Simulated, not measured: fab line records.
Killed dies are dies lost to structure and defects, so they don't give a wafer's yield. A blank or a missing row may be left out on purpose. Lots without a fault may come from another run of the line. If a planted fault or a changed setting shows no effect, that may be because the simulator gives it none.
Which tool did it? || flow sky130 || route of 708 steps, sampled at 1 step: 14 lots, 41 wafers

WHAT THE GAUGES READ, wafer by wafer
SKY_LI_CONTACT_OVL_MEAS_13.
{"lot": "L838", "measured": "day 29 00:03", "on": "overlay-02", "LI_CONTACT_OVL (nm)": "12 5 9"}
{"lot": "L839", "measured": "day 29 09:13", "on": "overlay-01", "LI_CONTACT_OVL (nm)": "8 6 1"}
{"lot": "L840", "measured": "day 29 22:26", "on": "overlay-02", "LI_CONTACT_OVL (nm)": "4 11 12"}
{"lot": "L841", "measured": "day 30 12:50", "on": "overlay-02", "LI_CONTACT_OVL (nm)": "5 11 8"}
{"lot": "L842", "measured": "day 30 19:46", "on": "overlay-01", "LI_CONTACT_OVL (nm)": "6 1 4"}
{"lot": "L843", "measured": "day 31 04:52", "on": "overlay-02", "LI_CONTACT_OVL (nm)": "9 2 6"}
{"lot": "L844", "measured": "day 31 08:29", "on": "overlay-02", "LI_CONTACT_OVL (nm)": "3 2 9"}
{"lot": "L845", "measured": "day 31 13:43", "on": "overlay-02", "LI_CONTACT_OVL (nm)": "2 1 9"}
{"lot": "L846", "measured": "day 32 02:40", "on": "overlay-01", "LI_CONTACT_OVL (nm)": "-3 7 10"}
{"lot": "L849", "measured": "day 33 05:34", "on": "overlay-01", "LI_CONTACT_OVL (nm)": "7 -3 -4"}
{"lot": "L851", "measured": "day 33 19:00", "on": "overlay-01", "LI_CONTACT_OVL (nm)": "14 8"}
{"lot": "L859", "measured": "day 35 23:52", "on": "overlay-02", "LI_CONTACT_OVL (nm)": "9 10 5"}
{"lot": "L860", "measured": "day 36 03:49", "on": "overlay-02", "LI_CONTACT_OVL (nm)": "1 -2 2"}
{"lot": "L861", "measured": "day 36 17:28", "on": "overlay-02", "LI_CONTACT_OVL (nm)": "-5 -9 -4"}

TOOL THAT RAN EACH LOT (tool first, then ch and the chambers of the sampled wafers, then the start)
Before these readings, the record contains no process step.

AS READ BY THE TOOLS THEMSELVES (means over the sampled wafers that have a number; for cases with no such wafer, the mark the record gives instead)
The record holds no such reading with a usual standard deviation.

THE ANSWER, worked out from the rows above alone
Rule: what is usual is taken from the lots themselves. The widest of any qualifying gaps counts: lots, ordered by their means at a reading, are off when they make up no more than a third of the lots, leave a main group of 4 or more, and stand apart from it by 3 or more times the standard deviation of that group's means. A main group is skipped when, at the precision printed for the reading in the tables above, its means are all equal. A lot without any number at a reading at which 4 lots or more have one is off too. All remaining lots with rows at the step are treated as sound. After the gauges, taken in route order, come the tools' own readings; for these a lot's mean is taken, as printed above. At the first step where some lot is off, the reading lying furthest off is the one used; lots without a number count as furthest.
No lot is off at any reading shown: from this, nothing can be told.

WHAT THE SIMULATOR HAD INSERTED
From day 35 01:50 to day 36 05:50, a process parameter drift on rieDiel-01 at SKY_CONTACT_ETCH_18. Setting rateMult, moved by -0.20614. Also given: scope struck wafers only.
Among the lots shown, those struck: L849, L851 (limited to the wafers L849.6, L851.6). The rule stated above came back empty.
